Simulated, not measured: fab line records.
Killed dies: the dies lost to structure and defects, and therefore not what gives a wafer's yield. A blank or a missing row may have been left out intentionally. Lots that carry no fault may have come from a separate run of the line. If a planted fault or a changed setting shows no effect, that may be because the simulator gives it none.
Which tool is to blame?	flow gf180mcu	Sampling: 14 lots, 42 wafers, 4 of 602 route steps

WHAT THE GAUGES READ, wafer by wafer
GF_PASSIVATION_THK_MEAS_03.
lot	measured	on	PASSIVATION_CVD_02_THK (nm)
L975	day 28 03:49	film-metro-02	706 708 705
L977	day 28 18:25	film-metro-04	686 697 701
L978	day 28 21:22	film-metro-02	681 700 696
L979	day 29 05:28	film-metro-03	696 699 707
L981	day 30 02:32	film-metro-04	710 710 710
L982	day 30 08:10	film-metro-03	688 683 698
L983	day 30 17:34	film-metro-04	692 702 710
L984	day 31 00:43	film-metro-04	698 708 705
L985	day 31 02:10	film-metro-03	684 691 707
L988	day 31 23:49	film-metro-03	689 711 710
L989	day 32 05:26	film-metro-03	691 685 696
L990	day 32 15:34	film-metro-04	689 695 692
L991	day 32 16:04	film-metro-03	685 701 700
L992	day 32 17:35	film-metro-03	691 704 712

WHAT TOOL EACH LOT RAN ON (gives the tool, then ch and the chambers of the sampled wafers, and finally the start)
lot	GF_VT_IMPLANT_STRIP_20	GF_V5_CVD_23	GF_TOP_METAL_SPUTTER_01
L975	plasma-asher-02 ch 0,1, day 6 04:53	cvd-w-02 ch 0,1, day 27 06:11	pvd-sputter-02, day 27 06:53
L977	plasma-asher-03 ch 0, day 6 23:12	cvd-w-02 ch 0,1, day 27 20:52	pvd-sputter-01, day 27 21:34
L978	plasma-asher-03 ch 0,1, day 6 23:48	cvd-w-01 ch 0,1, day 28 00:02	pvd-sputter-01, day 28 00:44
L979	plasma-asher-03 ch 0,1, day 7 05:29	cvd-w-01 ch 0, day 28 08:27	pvd-sputter-02, day 28 09:08
L981	plasma-asher-03 ch 0,1, day 7 20:08	cvd-w-02 ch 0,1, day 29 05:31	pvd-sputter-02, day 29 06:10
L982	plasma-asher-03 ch 0,1, day 8 03:00	cvd-w-02 ch 0, day 29 12:27	pvd-sputter-04, day 29 13:08
L983	plasma-asher-02 ch 0,1, day 8 08:05	cvd-w-01 ch 0,1, day 29 21:37	pvd-sputter-02, day 29 22:19
L984	plasma-asher-03 ch 0,1, day 8 13:23	cvd-w-01 ch 0,1, day 30 04:31	pvd-sputter-04, day 30 05:10
L985	plasma-asher-04 ch 0,1, day 8 19:12	cvd-w-01 ch 0,1, day 30 06:52	pvd-sputter-02, day 30 07:34
L988	plasma-asher-03 ch 0,1, day 9 15:44	cvd-w-01 ch 0,1, day 31 04:53	pvd-sputter-01, day 31 05:34
L989	plasma-asher-02 ch 0,1, day 9 19:39	cvd-w-01 ch 0,1, day 31 10:45	pvd-sputter-02, day 31 11:26
L990	plasma-asher-03 ch 0,1, day 10 03:28	cvd-w-01 ch 0,1, day 31 19:58	pvd-sputter-01, day 31 20:44
L991	plasma-asher-03 ch 0,1, day 10 09:35	cvd-w-02 ch 0,1, day 31 22:01	pvd-sputter-04, day 31 22:40
L992	plasma-asher-03 ch 0,1, day 10 15:29	cvd-w-02 ch 0,1, day 31 23:01	pvd-sputter-01, day 31 23:40
- GF_VT_IMPLANT_STRIP_20: strips in O2/N2.
- GF_V5_CVD_23: deposits W, target thk 350 nm, time 104.9 s.
- GF_TOP_METAL_SPUTTER_01: material TiN, target thk 30 nm, time 25 s.

WHAT THE TOOLS THEMSELVES READ (means of the sampled wafers that have a number; where no wafer has one, the mark that the record gives instead)
GF_VT_IMPLANT_STRIP_20.
lot	tool	chamber-pressure-mTorr (mTorr)	drypump-motor-current-A (A)	heater-power-w (W)	o2-flow-sccm (sccm)	oes-product-au (a.u.)	strip-time-to-endpoint-s (s)
L975	plasma-asher-02	1500.2	5.7	330	3010	0.716	12.68
L977	plasma-asher-03	1499.1	5.8	335	2986	0.718	12.62
L978	plasma-asher-03	1500.6	6.0	328	2994	0.711	12.64
L979	plasma-asher-03	1500.6	6.2	327	3017	0.716	12.57
L981	plasma-asher-03	1499.1	6.2	325	2991	0.717	12.66
L982	plasma-asher-03	1499.8	6.0	334	2993	0.714	12.67
L983	plasma-asher-02	1501.6	5.9	331	2999	0.714	12.61
L984	plasma-asher-03	1499.9	6.0	334	3001	0.714	12.67
L985	plasma-asher-04	1500.1	5.8	338	3003	0.716	12.66
L988	plasma-asher-03	1499.5	6.2	333	2989	0.717	12.63
L989	plasma-asher-02	1500.5	5.8	332	2996	0.722	12.60
L990	plasma-asher-03	1500.5	6.2	331	2999	0.718	12.62
L991	plasma-asher-03	1498.9	6.2	330	3000	0.713	12.68
L992	plasma-asher-03	1500.2	6.0	332	2999	0.715	12.61

GF_V5_CVD_23.
lot	tool	heater-power-w (W)
L975	cvd-w-02	842
L977	cvd-w-02	847
L978	cvd-w-01	828
L979	cvd-w-01	801
L981	cvd-w-02	842
L982	cvd-w-02	827
L983	cvd-w-01	835
L984	cvd-w-01	870
L985	cvd-w-01	858
L988	cvd-w-01	864
L989	cvd-w-01	868
L990	cvd-w-01	878
L991	cvd-w-02	835
L992	cvd-w-02	842

GF_TOP_METAL_SPUTTER_01.
lot	tool	throttle-valve-pct (%)
L975	pvd-sputter-02	30.2
L977	pvd-sputter-01	30.4
L978	pvd-sputter-01	30.4
L979	pvd-sputter-02	29.2
L981	pvd-sputter-02	29.7
L982	pvd-sputter-04	30.0
L983	pvd-sputter-02	30.5
L984	pvd-sputter-04	30.3
L985	pvd-sputter-02	29.3
L988	pvd-sputter-01	29.9
L989	pvd-sputter-02	29.1
L990	pvd-sputter-01	30.5
L991	pvd-sputter-04	29.6
L992	pvd-sputter-01	29.9

THE ANSWER, worked out from the rows above alone
Rule: usual is defined by the lots themselves. The widest of any qualifying gaps counts: lots, ordered by their means at a reading, are off when they make up no more than a third of the lots, leave a main group of 4 or more, and stand apart from it by 3 or more times the standard deviation of that group's means. A main group is skipped when, at the precision printed for the reading in the tables above, its means are all equal. Also off: a lot with no number at a reading for which 4 or more lots have one. All remaining lots with rows at the step are treated as sound. The gauges are gone through in route order, then the tools' own readings, and for those a lot's mean is taken as printed above. At the first step where some lot is off, the reading lying furthest off is the one used; lots without a number count as furthest.
No lot is off at any reading shown: from this, nothing can be told.

WHAT HAD BEEN PUT IN BY THE SIMULATOR
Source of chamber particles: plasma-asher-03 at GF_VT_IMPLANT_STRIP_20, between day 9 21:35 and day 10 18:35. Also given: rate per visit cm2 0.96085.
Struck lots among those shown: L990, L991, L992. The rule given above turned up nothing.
